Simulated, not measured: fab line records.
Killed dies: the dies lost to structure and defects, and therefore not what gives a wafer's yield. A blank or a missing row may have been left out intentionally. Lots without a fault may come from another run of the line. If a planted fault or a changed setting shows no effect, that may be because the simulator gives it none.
Code-filled problem report in 8D (eight disciplines) form ; flow gf180mcu ; the parts of the form that need people (team, actions taken, sign-off) are left out

== 1. WHAT WENT WRONG ==
GF_M4_SPUTTER_00, cathodeDcPowerW: mean 4942.7 W over 1 wafer from 1 lot; wafers with no fault: 4000.0 W, standard deviation 0.69. So: +99 or more standard deviations from the usual mean.
The step: material Ti, target thk 37.5 nm, time 150 s.
Earliest sighting: wafer L204.1 on pvdSputter-01 at day 25 13:57. The record has a number at this step for 13 wafers belonging to 5 lots. Rule for "out", or "out of limits": more than 4 standard deviations from the usual mean. The rest of the wafers with a number are treated as sound.

== 2. WHAT IT IS, WHAT IT ISN'T ==
question;is;is not
which readings at this step;cathodeDcPowerW;throttleValvePct
which lots;L204;L198, L201, L210, L217
which wafers of those lots;all that have a number;-
read on which tools;pvdSputter-01;pvdSputter-02, pvdSputter-04
when;from day 25 13:57;"up to then (6 sound wafers); but 6 sound wafers of L210, L217 came after"

== 3. WHAT RULES OUT EACH SUSPECT ==
Counting: any tool at a process step up to the reading is kept as a suspect provided that every lot that is out went through it and no sound lot did after the first of them.
- rieDiel-02 at GF_V3_ETCH_17 (etches SiO2 in C4F8/O2/Ar, stops on TiN, target depth 635 nm): ruled out as a lasting fault. The sound lots L217 went through it after L204, its earliest lot that is out (day 25 12:42). GF_V3_ETCH_17 gives no start for some lots, so the hours and the order of its lots are those of GF_V3_STRIP_18.
- plasmaAsher-02 at GF_V3_STRIP_18 (strips in O2/N2): kept. It ran the lot that is out, L204 (day 25 12:42), and no sound lot after that; its last sound lot up to then is L201 (day 24 17:41).
- pvdSputter-02 at GF_V3_SPUTTER_21 (material Ti, target thk 15 nm, time 80.02 s): ruled out as a lasting fault. The sound lots L210, L217 went through it after L204, its earliest lot that is out (day 25 13:16).
- pvdSputter-02 at GF_V3_SPUTTER_22 (material TiN, target thk 10 nm, time 40 s): ruled out as a lasting fault. The sound lots L210, L217 went through it after L204, its earliest lot that is out (day 25 13:19).
- pvdSputter-01 at GF_M4_SPUTTER_00 (material Ti, target thk 37.5 nm, time 150 s): kept. It ran the lot that is out, L204 (day 25 13:57), and no sound lot after that; its last sound lot up to then is L201 (day 24 18:55). On those wafers its own readings are out: cathodeDcPowerW.
What counting leaves: plasmaAsher-02 at GF_V3_STRIP_18 and pvdSputter-01 at GF_M4_SPUTTER_00.

== 4. THE CAUSE (what the simulator had put in) ==
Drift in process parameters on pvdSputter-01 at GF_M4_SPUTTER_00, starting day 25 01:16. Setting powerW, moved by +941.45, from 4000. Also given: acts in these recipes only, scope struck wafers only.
Counting leaves 2 suspects; this tool is one of them.

== 5. THE EFFECT CHAIN, in route order ==
Each row: a reading where the mean over the struck wafers with a number is more than 3 standard deviations away from the usual. Readings are gone through only where the record gives a usual standard deviation; hours: the median, over the lots, of the time from a lot's start at the first step in this table giving one to that lot's start at this step; sigmas: the change measured in usual standard deviations.
hours;step;reading;usual;on struck wafers;change;sigmas
0;GF_M4_SPUTTER_00;cathodeDcPowerW;4000.0 W;4942.7;+942.7;+99 or more
The process steps in it:
- GF_M4_SPUTTER_00: material Ti, target thk 37.5 nm, time 150 s.

== 6. WHAT WOULD HAVE CAUGHT IT SOONER ==
The fault began at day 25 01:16; the first out-of-limits reading in this record came at day 25 13:57, 13 hours later.
